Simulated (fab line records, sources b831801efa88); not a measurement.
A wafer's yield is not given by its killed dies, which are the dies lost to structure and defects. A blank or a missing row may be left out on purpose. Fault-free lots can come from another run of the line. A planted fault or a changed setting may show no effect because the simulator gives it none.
fab line records	flow sky130	part 1 of 2: steps 1 to 29 of 39
record: lots: 5	wafers: 15	last-day: 49
route steps=708 shown CAP2M@619 METAL4@621 VIA4@639
lots that met no fault: taken from a fault-free run of the same line
start-h: hours from the record's opening day to when the first of the lot's shown wafers began	wait-h: hours from the lot's prior step to this one	" as in the row above	L1.1+2: a single row standing in for several wafers	- either no value or no given start	* or withheld: withheld	< > ~ a bound
route shown NAME@n: a module of which the file shows steps, and the number in the route of the first	usual: mean/standard deviation of fault-free wafers	same: alike in all rows	chamber/n: place in a boat	sites: each site's reading	_std_site: standard deviation across them	_edge_site: outer sites' mean less inner sites'	radius-mm: for every site, how far away it sits from the centre of the wafer	mask NAME#n: copy n	behind: the tool/chamber that last shaped the wafer	hold: reason for holding the lot/hours on hold/outcome of the hold	device: the n, p or np transistor that did not switch	end of line: the route-end tests of the same wafers	a step without rows: its recipe alone	killed: not the wafer's yield, but the dies lost to structure and defects at the first sort	map: the dies of a wafer, with x for killed, . for not killed, _ for no die there
set.NAME: the setting that was run; set.NAME@STEP: the one run at that earlier step	model.NAME: the simulator's own value behind a step, which no gauge read
a table for each step, a row for each wafer; lots at some steps of the route
services: from which hour (start-h, from the record's first day; less than 0 if before it) a tool's chamber was out of use, for how many hours, and why
== steps ==
step: SKY_CAP2M_CLEAN_16
recipe: chemistry: IPA	time-s: 180	temp-c: 25
usual: bath-heat-duty-pct: 6.4/0.69
lot.wafer	tool	chamber	start-h	wait-h	bath-heat-duty-pct
L075.4	wet-bench-02	3	965.32	0.0	6.7
L075.5	"	3	"	"	7.1
L075.6	"	3	"	"	6.7
L076.3	wet-bench-04	1	970.60	0.0	6.7
L076.5	"	1	"	"	7.0
L076.6	"	1	"	"	7.7
L085.2	wet-bench-04	0	1041.30	0.0	7.3
L085.3	"	0	"	"	7.7
L085.4	"	0	"	"	7.4
L091.3	wet-bench-03	1	1070.37	0.0	6.0
L091.5	"	1	"	"	6.5
L091.6	"	1	"	"	7.0
L093.1	wet-bench-02	3	1076.31	0.0	7.1
L093.4	"	3	"	"	6.7
L093.5	"	3	"	"	6.3
step: SKY_CAP2M_CLEAN_17
recipe: chemistry: O3/DIW	dry: n2-spin
lot.wafer	tool	chamber	start-h	wait-h
L075.4+5+6	wet-bench-03	0	965.38	0.0
L076.3+5+6	wet-bench-02	1	970.66	0.0
L085.2+3+4	wet-bench-02	2	1041.41	0.0
L091.3+5+6	wet-bench-04	0	1070.43	0.0
L093.1+4+5	wet-bench-03	0	1076.43	0.0
step: SKY_METAL4_DEHYDRATE_05
recipe: temp-c: 200	time-s: 60
usual: plate-temp-C: 200.00/0.15
lot.wafer	tool	chamber	start-h	wait-h	plate-temp-C
L075.4	litho-track-01	0	975.31	9.8	200.16
L075.5	"	0	"	"	200.18
L075.6	"	0	"	"	199.82
L076.3	litho-track-04	0	981.46	10.7	200.20
L076.5	"	0	"	"	199.94
L076.6	"	0	"	"	200.24
L085.2	litho-track-04	0	1051.04	9.4	199.99
L085.3	"	0	"	"	200.16
L085.4	"	0	"	"	200.09
L091.3	litho-track-04	0	1080.62	10.1	199.83
L091.5	"	0	"	"	200.04
L091.6	"	0	"	"	199.80
L093.1	litho-track-01	0	1087.69	11.2	199.84
L093.4	"	0	"	"	199.79
L093.5	"	0	"	"	200.02
step: SKY_METAL4_HMDS_06
recipe: prime-time-s: 60	prime-temp-c: 120
same: prime-time-s: 60
lot.wafer	tool	chamber	start-h	wait-h
L075.4+5+6	litho-track-01	0	975.46	0.1
L076.3+5+6	litho-track-04	0	981.61	0.1
L085.2+3+4	litho-track-04	0	1051.19	0.1
L091.3+5+6	litho-track-04	0	1080.77	0.1
L093.1+4+5	litho-track-01	0	1087.84	0.1
step: SKY_METAL4_COAT_07
recipe: resist: BARC	temp-c: withheld	time-s: withheld	spin-rpm: 3000	resist-thk-nm: 60
lot.wafer	tool	chamber	start-h	wait-h
L075.4+5+6	litho-track-01	0	975.61	0.1
L076.3+5+6	litho-track-04	0	981.76	0.1
L085.2+3+4	litho-track-04	0	1051.34	0.1
L091.3+5+6	litho-track-04	0	1080.92	0.1
L093.1+4+5	litho-track-01	0	1087.99	0.1
step: SKY_METAL4_COAT_08
recipe: resist: KrF-thick	spin-rpm: 3000	resist-thk-nm: 1140
lot.wafer	tool	chamber	start-h	wait-h
L075.4+5+6	litho-track-01	0	-	-
L076.3+5+6	litho-track-04	0	-	-
L085.2+3+4	litho-track-04	0	-	-
L091.3+5+6	litho-track-04	0	-	-
L093.1+4+5	litho-track-01	0	-	-
step: SKY_METAL4_SOFTBAKE_09
recipe: temp-c: 100	time-s: 90	resist: KrF-thick
usual: plate-temp-C: 100.00/0.12
lot.wafer	tool	chamber	start-h	wait-h	plate-temp-C
L075.4	litho-track-01	0	-	-	100.19
L075.5	"	0	"	"	100.12
L075.6	"	0	"	"	99.93
L076.3	litho-track-04	0	-	-	99.89
L076.5	"	0	"	"	99.91
L076.6	"	0	"	"	99.98
L085.2	litho-track-04	0	-	-	100.10
L085.3	"	0	"	"	100.00
L085.4	"	0	"	"	99.94
L091.3	litho-track-04	0	-	-	100.02
L091.5	"	0	"	"	99.73
L091.6	"	0	"	"	99.91
L093.1	litho-track-01	0	-	-	100.01
L093.4	"	0	"	"	100.15
L093.5	"	0	"	"	99.99
step: SKY_METAL4_EXPOSE_10
recipe: mask-id: MM4	na: 0.68	source-shape: annular	sigma-inner: 0.4	sigma-outer: 0.8	target-cd-nm: 300	dose-mj: 28
lot.wafer	tool	chamber	start-h	wait-h	mask
L075.4+5+6	krf-scanner-02	0	-	-	MM4#0
L076.3+5+6	krf-scanner-02	0	-	-	MM4#0
L085.2+3+4	krf-scanner-02	0	-	-	MM4#0
L091.3+5+6	krf-scanner-01	0	-	-	MM4#0
L093.1+4+5	krf-scanner-02	0	-	-	MM4#0
step: SKY_METAL4_PEB_11
recipe: peb-temp-c: withheld	peb-time-s: withheld	resist: KrF-thick
lot.wafer	tool	chamber	start-h	wait-h
L075.4+5+6	litho-track-02	0	-	-
L076.3+5+6	litho-track-01	0	-	-
L085.2+3+4	litho-track-04	0	-	-
L091.3+5+6	litho-track-04	0	-	-
L093.1+4+5	litho-track-04	0	-	-
step: SKY_METAL4_DEVELOP_12
recipe: develop-time-s: 60	resist: KrF-thick	dev-temp-c: 21
usual: developer-temp-C: 21.00/0.094
lot.wafer	tool	chamber	start-h	wait-h	developer-temp-C
L075.4	litho-track-02	0	-	-	21.00
L075.5	"	0	"	"	21.09
L075.6	"	0	"	"	21.07
L076.3	litho-track-01	0	-	-	20.88
L076.5	"	0	"	"	20.91
L076.6	"	0	"	"	20.96
L085.2	litho-track-04	0	-	-	20.96
L085.3	"	0	"	"	21.09
L085.4	"	0	"	"	20.98
L091.3	litho-track-04	0	-	-	21.07
L091.5	"	0	"	"	20.91
L091.6	"	0	"	"	21.07
L093.1	litho-track-04	0	-	-	21.08
L093.4	"	0	"	"	21.06
L093.5	"	0	"	"	21.08
step: SKY_METAL4_CD_MEAS_13
recipe: target-cd-nm: 300
usual: cd-nm: 300.3/1.3
lot.wafer	tool	chamber	start-h	wait-h	cd-nm
L075.4	cd-sem-01	-	988.06	-	301.5
L075.5	"	-	"	"	300.6
L075.6	"	-	"	"	300.9
L076.3	cd-sem-02	-	994.48	-	300.0
L076.5	"	-	"	"	299.5
L076.6	"	-	"	"	298.8
L085.2	cd-sem-01	-	1063.39	-	300.4
L085.3	"	-	"	"	298.3
L085.4	"	-	"	"	298.5
L091.3	cd-sem-02	-	1091.96	-	299.8
L091.5	"	-	"	"	300.9
L091.6	"	-	"	"	299.5
L093.1	cd-sem-02	-	1097.52	-	300.6
L093.4	"	-	"	"	300.0
L093.5	"	-	"	"	300.9
step: SKY_METAL4_OVL_MEAS_14
usual: METAL4_OVL: -2/5.6
lot.wafer	tool	chamber	start-h	wait-h	METAL4_OVL[nm]
L075.4	overlay-01	-	988.14	0.1	3
L075.5	"	-	"	"	1
L075.6	"	-	"	"	0
L076.3	overlay-01	-	994.57	0.1	-4
L076.5	"	-	"	"	2
L076.6	"	-	"	"	-8
L085.2	overlay-02	-	1063.49	0.1	0
L085.3	"	-	"	"	2
L085.4	"	-	"	"	-5
L091.3	overlay-01	-	1092.05	0.1	1
L091.5	"	-	"	"	1
L091.6	"	-	"	"	-2
L093.1	overlay-02	-	1097.64	0.1	-9
L093.4	"	-	"	"	-2
L093.5	"	-	"	"	-7
step: SKY_METAL4_DESCUM_15
recipe: chemistry: O2	source-power-w: 150	bias-power-w: 0	pressure-mtorr: 10	temp-c: 40	time-s: 8
usual: drypump-motor-current-A: 5.8/0.31	oes-product-au: 0.998/0.012
lot.wafer	tool	chamber	start-h	wait-h	drypump-motor-current-A	oes-product-au	rf-hours-counter-h
L075.4	rie-metal-01	1	988.17	0.0	5.3	1.002	-
L075.5	"	0	"	"	5.8	0.992	-
L075.6	"	1	"	"	5.3	1.000	-
L076.3	rie-metal-01	0	994.60	0.0	5.8	0.987	-
L076.5	"	1	"	"	5.3	0.997	-
L076.6	"	0	"	"	5.8	0.997	-
L085.2	rie-metal-01	1	1063.52	0.0	5.3	0.986	4
L085.3	"	0	"	"	5.8	0.994	-
L085.4	"	1	"	"	5.2	0.989	-
L091.3	rie-metal-02	1	1092.08	0.0	6.1	1.015	-
L091.5	"	0	"	"	6.0	1.021	-
L091.6	"	1	"	"	6.1	1.021	-
L093.1	rie-metal-01	0	1097.67	0.0	5.8	0.983	11
L093.4	"	1	"	"	5.3	0.995	-
L093.5	"	0	"	"	5.8	0.993	-
step: SKY_METAL4_ETCH_16
recipe: chemistry: N2/H2	target: BARC	ion-energy-ev: 200	bias-w: 100	pressure-mtorr: 30	n2-flow-sccm: 100	h2-flow-sccm: 200	icp-w: 500	stop-on: SiO2	time-s: 88.2	target-depth-a: 600
usual: drypump-motor-current-A: 5.8/0.31	oes-product-au: 0.626/0.0049	throttle-valve-pct: 13.205/0.0087
lot.wafer	tool	chamber	start-h	wait-h	drypump-motor-current-A	oes-product-au	rf-hours-counter-h	throttle-valve-pct
L075.4	rie-metal-01	1	988.22	0.0	5.3	0.622	-	13.202
L075.5	"	0	"	"	5.8	0.625	-	13.204
L075.6	"	1	"	"	5.3	0.624	-	13.209
L076.3	rie-metal-01	0	994.66	0.0	5.8	0.630	-	13.201
L076.5	"	1	"	"	5.3	0.632	-	13.212
L076.6	"	0	"	"	5.8	0.613	-	13.203
L085.2	rie-metal-01	1	1063.55	0.0	5.3	0.627	4	13.204
L085.3	"	0	"	"	5.8	0.625	-	13.219
L085.4	"	1	"	"	5.3	0.622	-	13.200
L091.3	rie-metal-02	1	1092.14	0.0	6.1	0.619	-	13.211
L091.5	"	0	"	"	6.0	0.629	-	13.201
L091.6	"	1	"	"	6.1	0.622	-	13.218
L093.1	rie-metal-01	0	1097.70	0.0	5.8	0.628	11	13.199
L093.4	"	1	"	"	5.3	0.615	-	13.216
L093.5	"	0	"	"	5.8	0.628	-	13.187
step: SKY_METAL4_ETCH_17
recipe: target: SiO2	stop-on: TiN	chemistry: C4F8/O2/Ar	source-w: 1500	bias-w: 1200	pressure-mtorr: 40	c4f8-flow-sccm: withheld	O2_flow_sccm: 6	Ar_flow_sccm: 300	time-s: 3.9	target-depth-a: 150
usual: oes-product-au: 0.754/0.0073
lot.wafer	tool	chamber	start-h	wait-h	oes-product-au	rf-hours-counter-h
L075.4	rie-diel-02	3	988.30	0.0	0.757	-
L075.5	"	2	"	"	0.765	-
L075.6	"	1	"	"	0.751	-
L076.3	rie-diel-02	1	994.72	0.0	0.758	22
L076.5	"	2	"	"	0.756	-
L076.6	"	1	"	"	0.749	-
L085.2	rie-diel-02	2	1063.65	0.1	0.744	19
L085.3	"	3	"	"	0.746	7
L085.4	"	1	"	"	0.757	24
L091.3	rie-diel-03	2	1092.20	0.0	0.755	20
L091.5	"	2	"	"	0.758	-
L091.6	"	3	"	"	0.748	-
L093.1	rie-diel-03	2	1097.80	0.1	0.745	21
L093.4	"	3	"	"	0.742	24
L093.5	"	1	"	"	0.754	-
step: SKY_METAL4_METAL_ETCH_18
recipe: target-depth-a: 8450	stop-on: SiO2	over-etch-frac: 0.3	time-s: 183.1	chemistry: Cl2/BCl3	resist-sidewall-deg: 88	pressure-mtorr: 10	icp-w: 900	bias-w: 48.5	Cl2_flow_sccm: 60	bcl3-flow-sccm: 30
usual: drypump-motor-current-A: 5.85/0.26	oes-product-au: 0.864/0.0065	throttle-valve-pct: 22.263/0.0087
lot.wafer	tool	chamber	start-h	wait-h	drypump-motor-current-A	oes-product-au	rf-hours-counter-h	throttle-valve-pct
L075.4	rie-metal-02	1	988.37	0.1	6.15	0.858	-	22.245
L075.5	"	1	"	"	6.16	0.866	-	22.264
L075.6	"	0	"	"	6.04	0.873	-	22.274
L076.3	rie-metal-03	1	994.80	0.1	5.95	0.858	-	22.261
L076.5	"	0	"	"	5.88	0.872	-	22.255
L076.6	"	1	"	"	5.95	0.867	-	22.274
L085.2	rie-metal-03	0	1063.67	0.0	5.86	0.869	8	22.269
L085.3	"	1	"	"	5.97	0.870	-	22.259
L085.4	"	0	"	"	5.86	0.863	-	22.263
L091.3	rie-metal-02	0	1092.28	0.1	6.03	0.859	-	22.266
L091.5	"	1	"	"	6.13	0.857	-	22.287
L091.6	"	0	"	"	6.01	0.857	-	22.261
L093.1	rie-metal-03	1	1097.82	0.0	5.98	0.866	23	22.274
L093.4	"	0	"	"	5.87	0.853	-	22.262
L093.5	"	0	"	"	5.88	0.852	-	22.262
step: SKY_METAL4_STRIP_19
recipe: chemistry: O2/N2	power-w: 1400	pressure-mtorr: 1500	platen-temp-c: withheld	o2-flow-sccm: 3000	n2-flow-sccm: 300	overash-fraction: 0.5
usual: drypump-motor-current-A: 5.8/0.41	oes-product-au: 0.503/0.0058	strip-time-to-endpoint-s: 6.54/0.1
lot.wafer	tool	chamber	start-h	wait-h	drypump-motor-current-A	oes-product-au	rf-hours-counter-h	strip-time-to-endpoint-s
L075.4	plasma-asher-01	0	988.52	0.1	5.7	0.496	-	6.54
L075.5	"	1	"	"	6.2	0.504	-	6.52
L075.6	"	0	"	"	5.7	0.494	-	6.29
L076.3	plasma-asher-03	1	994.95	0.1	5.8	0.506	-	6.68
L076.5	"	1	"	"	5.8	0.505	-	6.56
L076.6	"	0	"	"	5.0	0.509	-	6.65
L085.2	plasma-asher-01	1	1063.91	0.2	6.2	0.499	31	6.51
L085.3	"	0	"	"	5.7	0.514	-	6.67
L085.4	"	1	"	"	6.2	0.501	-	6.51
L091.3	plasma-asher-03	0	1092.43	0.1	5.0	0.481	-	6.40
L091.5	"	0	"	"	4.9	0.500	-	6.43
L091.6	"	1	"	"	5.8	0.493	-	6.40
L093.1	plasma-asher-03	0	1098.00	0.1	4.9	0.502	4	6.77
L093.4	"	0	"	"	5.0	0.507	-	6.63
L093.5	"	1	"	"	5.9	0.503	-	6.57
step: SKY_METAL4_STRIP_20
recipe: chemistry: post-etch-residue-remover	time-s: 1200	temp-c: 72.5
usual: bath-heat-duty-pct: 14.7/1.4
lot.wafer	tool	chamber	start-h	wait-h	bath-heat-duty-pct
L075.4	wet-bench-03	1	988.58	0.0	16.1
L075.5	"	1	"	"	14.7
L075.6	"	1	"	"	15.0
L076.3	wet-bench-04	1	995.02	0.0	15.3
L076.5	"	1	"	"	16.2
L076.6	"	1	"	"	16.9
L085.2	wet-bench-04	3	1064.01	0.1	14.5
L085.3	"	3	"	"	14.5
L085.4	"	3	"	"	15.2
L091.3	wet-bench-03	2	1092.50	0.0	13.9
L091.5	"	2	"	"	14.4
L091.6	"	2	"	"	14.1
L093.1	wet-bench-04	3	1098.10	0.1	14.2
L093.4	"	3	"	"	14.2
L093.5	"	3	"	"	13.5
step: SKY_METAL4_CLEAN_21
recipe: chemistry: IPA	time-s: 180	temp-c: 25
usual: bath-heat-duty-pct: 6.3/0.7
lot.wafer	tool	chamber	start-h	wait-h	bath-heat-duty-pct
L075.4	wet-bench-04	1	988.96	0.0	7.2
L075.5	"	1	"	"	7.4
L075.6	"	1	"	"	8.6
L076.3	wet-bench-01	1	995.36	0.0	6.3
L076.5	"	1	"	"	6.4
L076.6	"	1	"	"	7.3
L085.2	wet-bench-03	2	1064.38	0.0	6.2
L085.3	"	2	"	"	6.2
L085.4	"	2	"	"	6.6
L091.3	wet-bench-01	2	1092.87	0.0	6.9
L091.5	"	2	"	"	7.5
L091.6	"	2	"	"	6.3
L093.1	wet-bench-01	0	1098.44	0.0	6.6
L093.4	"	0	"	"	5.9
L093.5	"	0	"	"	7.4
step: SKY_METAL4_CLEAN_22
recipe: chemistry: O3/DIW	dry: n2-spin
lot.wafer	tool	chamber	start-h	wait-h
L075.4+5+6	wet-bench-03	1	989.07	0.0
L076.3+5+6	wet-bench-04	2	995.42	0.0
L085.2+3+4	wet-bench-04	3	1064.44	0.0
L091.3+5+6	wet-bench-03	1	1092.93	0.0
L093.1+4+5	wet-bench-03	3	1098.50	0.0
step: SKY_VIA4_HDPCVD_00
recipe: material: SiO2	target-thk-nm: 1750	sigma-open-frac: 0.3	time-s: 291.7	temp-c: 400	sih4-flow-sccm: 60	pressure-mtorr: 6
lot.wafer	tool	chamber	start-h	wait-h
L075.4+5+6	hdpcvd-02	2,0,1	989.26	0.1
L076.3+5+6	hdpcvd-02	1,0,1	995.51	0.0
L085.2+3+4	hdpcvd-02	1,0,1	1064.54	0.0
L091.3+5+6	hdpcvd-01	0,2,0	1093.03	0.0
L093.1+4+5	hdpcvd-02	1,1,2	1098.61	0.0
step: SKY_VIA4_THK_MEAS_01
recipe: reads: SiO2_of_VIA4_HDPCVD_00
usual: VIA4_HDPCVD_THK: 1755/17
lot.wafer	tool	chamber	start-h	wait-h	VIA4_HDPCVD_THK[nm]
L075.4	film-metro-02	-	989.38	0.0	1751
L075.5	"	-	"	"	1780
L075.6	"	-	"	"	1733
L076.3	film-metro-03	-	995.71	0.1	1741
L076.5	"	-	"	"	1750
L076.6	"	-	"	"	1756
L085.2	film-metro-03	-	1064.73	0.1	1721
L085.3	"	-	"	"	1734
L085.4	"	-	"	"	1723
L091.3	film-metro-04	-	1093.23	0.1	1774
L091.5	"	-	"	"	1753
L091.6	"	-	"	"	1770
L093.1	film-metro-03	-	1098.79	0.1	1761
L093.4	"	-	"	"	1754
L093.5	"	-	"	"	1775
step: SKY_VIA4_CMP_02
recipe: material: SiO2	down-force-psi: 4	platen-rpm: 60	pad-velocity-m-s: 0.94248
usual: motor-current-A: 12.3/0.97
lot.wafer	tool	chamber	start-h	wait-h	motor-current-A
L075.4	cmp-01	0	989.41	0.0	12.7
L075.5	"	0	"	"	12.9
L075.6	"	1	"	"	10.3
L076.3	cmp-01	1	995.80	0.1	10.9
L076.6	"	0	"	"	13.6
L076.5	"	1	"	"	10.7
L085.2	cmp-02	0	1064.78	0.0	11.6
L085.3	"	1	"	"	13.7
L085.4	"	2	"	"	12.7
L091.3	cmp-02	2	1093.37	0.1	12.8
L091.5	"	0	"	"	12.4
L091.6	"	1	"	"	12.7
L093.4	cmp-02	3	1099.08	0.3	13.0
L093.1	"	1	"	"	13.9
L093.5	"	0	"	"	11.8
step: SKY_VIA4_BOW_MEAS_03
recipe: mode: bow
usual: VIA4_BOW: 80/8
lot.wafer	tool	chamber	start-h	wait-h	VIA4_BOW[um]
L075.4	film-metro-03	-	989.77	0.3	63
L075.5	"	-	"	"	80
L075.6	"	-	"	"	73
L076.3	film-metro-04	-	996.09	0.2	84
L076.5	"	-	"	"	83
L076.6	"	-	"	"	67
L085.2	film-metro-04	-	1065.10	0.3	82
L085.3	"	-	"	"	86
L085.4	"	-	"	"	72
L091.3	film-metro-04	-	1093.61	0.2	82
L091.5	"	-	"	"	91
L091.6	"	-	"	"	85
L093.1	film-metro-04	-	1099.38	0.1	74
L093.4	"	-	"	"	82
L093.5	"	-	"	"	70
step: SKY_VIA4_DEHYDRATE_04
recipe: temp-c: 200	time-s: 60
usual: plate-temp-C: 199.99/0.13
lot.wafer	tool	chamber	start-h	wait-h	plate-temp-C
L075.4	litho-track-03	0	999.94	10.1	199.95
L075.5	"	0	"	"	199.90
L075.6	"	0	"	"	200.10
L076.3	litho-track-01	0	1006.34	10.2	199.99
L076.5	"	0	"	"	200.11
L076.6	"	0	"	"	199.89
L085.2	litho-track-02	0	1073.73	8.6	200.01
L085.3	"	0	"	"	200.03
L085.4	"	0	"	"	200.11
L091.3	litho-track-03	0	1103.61	10.0	200.06
L091.5	"	0	"	"	199.84
L091.6	"	0	"	"	199.82
L093.1	litho-track-01	0	1109.59	10.2	200.14
L093.4	"	0	"	"	200.15
L093.5	"	0	"	"	200.14
step: SKY_VIA4_HMDS_05
recipe: prime-time-s: 60	prime-temp-c: 120
same: prime-time-s: 60
lot.wafer	tool	chamber	start-h	wait-h
L075.4+5+6	litho-track-03	0	1000.09	0.1
L076.3+5+6	litho-track-01	0	1006.49	0.1
L085.2+3+4	litho-track-02	0	1073.88	0.1
L091.3+5+6	litho-track-03	0	1103.76	0.1
L093.1+4+5	litho-track-01	0	1109.74	0.1
step: SKY_VIA4_COAT_06
recipe: resist: NOVOLAK	spin-rpm: 3000	resist-thk-nm: 1140
lot.wafer	tool	chamber	start-h	wait-h
L075.4+5+6	litho-track-03	0	1000.24	0.1
L076.3+5+6	litho-track-01	0	1006.64	0.1
L085.2+3+4	litho-track-02	0	1074.03	0.1
L091.3+5+6	litho-track-03	0	1103.91	0.1
L093.1+4+5	litho-track-01	0	1109.89	0.1
step: SKY_VIA4_SOFTBAKE_07
recipe: temp-c: 90	time-s: 60	resist: NOVOLAK
usual: plate-temp-C: 89.97/0.12
lot.wafer	tool	chamber	start-h	wait-h	plate-temp-C
L075.4	litho-track-03	0	1000.39	0.1	89.74
L075.5	"	0	"	"	89.94
L075.6	"	0	"	"	89.80
L076.3	litho-track-01	0	1006.79	0.1	90.25
L076.5	"	0	"	"	90.30
L076.6	"	0	"	"	90.15
L085.2	litho-track-02	0	1074.18	0.1	89.98
L085.3	"	0	"	"	89.94
L085.4	"	0	"	"	89.90
L091.3	litho-track-03	0	1104.06	0.1	90.01
L091.5	"	0	"	"	89.94
L091.6	"	0	"	"	89.96
L093.1	litho-track-01	0	1110.04	0.1	90.01
L093.4	"	0	"	"	90.02
L093.5	"	0	"	"	89.91
step: SKY_VIA4_EXPOSE_08
recipe: mask-id: VIM4	na: 0.6	source-shape: conventional	sigma-outer: 0.6	polarization: unpolarized	target-cd-nm: 800	dose-mj: 132
lot.wafer	tool	chamber	start-h	wait-h	mask
L075.4+5+6	iline-stepper-01	0	-	-	VIM4#0
L076.3+5+6	iline-stepper-01	0	-	-	VIM4#0
L085.2+3+4	iline-stepper-02	0	-	-	VIM4#0
L091.3+5+6	iline-stepper-02	0	-	-	VIM4#0
L093.1+4+5	iline-stepper-02	0	-	-	VIM4#0
